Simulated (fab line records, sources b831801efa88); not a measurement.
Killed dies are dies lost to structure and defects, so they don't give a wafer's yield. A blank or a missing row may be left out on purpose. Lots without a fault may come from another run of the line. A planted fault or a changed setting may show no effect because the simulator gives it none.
Which tool did it? | flow gf180mcu | 11 lots, 33 wafers sampled, at 2 steps of a route of 602

WHAT THE GAUGES READ, wafer by wafer
GF_POLY_GATE_THK_MEAS_01.
lot  | measured     | on            | POLY_GATE_CVD_00_THK (nm)
L104 | day 8 11:49  | film_metro-04 | 203.4 202.4 203.8
L105 | day 8 17:40  | film_metro-03 | 202.4 203.0 202.6
L106 | day 9 06:53  | film_metro-03 | 201.8 202.1 203.4
L107 | day 9 14:04  | film_metro-03 | 199.4 202.0 199.1
L109 | day 10 06:12 | film_metro-01 | 198.1 198.5 197.8
L114 | day 11 13:01 | film_metro-03 | 202.1 204.0 201.3
L115 | day 11 16:55 | film_metro-04 | 199.0 200.2 201.0
L118 | day 12 10:53 | film_metro-03 | 204.9 202.6 204.2
L120 | day 12 21:43 | film_metro-01 | 199.4 199.5 199.4
L122 | day 13 13:43 | film_metro-01 | 116.6 117.6 117.2 116.6 117.6 117.0
L127 | day 15 01:48 | film_metro-04 | 198.4 199.0 198.8

WHICH TOOL RAN EACH LOT (tool, then ch and the chambers of the sampled wafers, then the start)
lot  | GF_POLY_GATE_CVD_00
L104 | lpcvd-02 ch 1, day 8 10:29
L105 | lpcvd-01 ch 1, day 8 16:19
L106 | lpcvd-01 ch 0, day 9 05:31
L107 | lpcvd-01 ch 1, day 9 12:44
L109 | lpcvd-01 ch 0, day 10 04:52
L114 | lpcvd-02 ch 0, day 11 11:40
L115 | lpcvd-02 ch 1, day 11 15:34
L118 | lpcvd-01 ch 1, day 12 09:34
L120 | lpcvd-02 ch 1, day 12 20:23
L122 | lpcvd-02 ch 0, day 13 12:22
L127 | lpcvd-01 ch 1, day 15 00:28
- GF_POLY_GATE_CVD_00: deposits poly-Si, target thk 200 nm, time 1200 s.

THE ANSWER, worked out from the rows above alone
Rule: what is usual is taken from the lots themselves. Put in order of their means at a reading, lots are off if they are a third of the lots or fewer, leave a main group of 4 or more, and stand apart from it by a gap of 3 or more times the standard deviation of the main group's means; of several such gaps the widest counts. A main group whose means are all the same, to the digits that the tables above print for the reading, isn't used. A lot without any number at a reading at which 4 lots or more have one is off too. The other lots that the step has rows for count as sound.
Off: L122, at GF_POLY_GATE_THK_MEAS_01 (POLY_GATE_CVD_00_THK). The main group: mean 201.1 nm, standard deviation 1.9.
A tool fits if, at a process step before that reading, it ran every lot that is off, and no sound lot after the first of them. The gauges at GF_POLY_GATE_THK_MEAS_01 are tried like those tools. Can't be told from this: 2 tools fit, lpcvd-02 at GF_POLY_GATE_CVD_00, film_metro-01 at GF_POLY_GATE_THK_MEAS_01.

WHAT THE SIMULATOR HAD PUT IN
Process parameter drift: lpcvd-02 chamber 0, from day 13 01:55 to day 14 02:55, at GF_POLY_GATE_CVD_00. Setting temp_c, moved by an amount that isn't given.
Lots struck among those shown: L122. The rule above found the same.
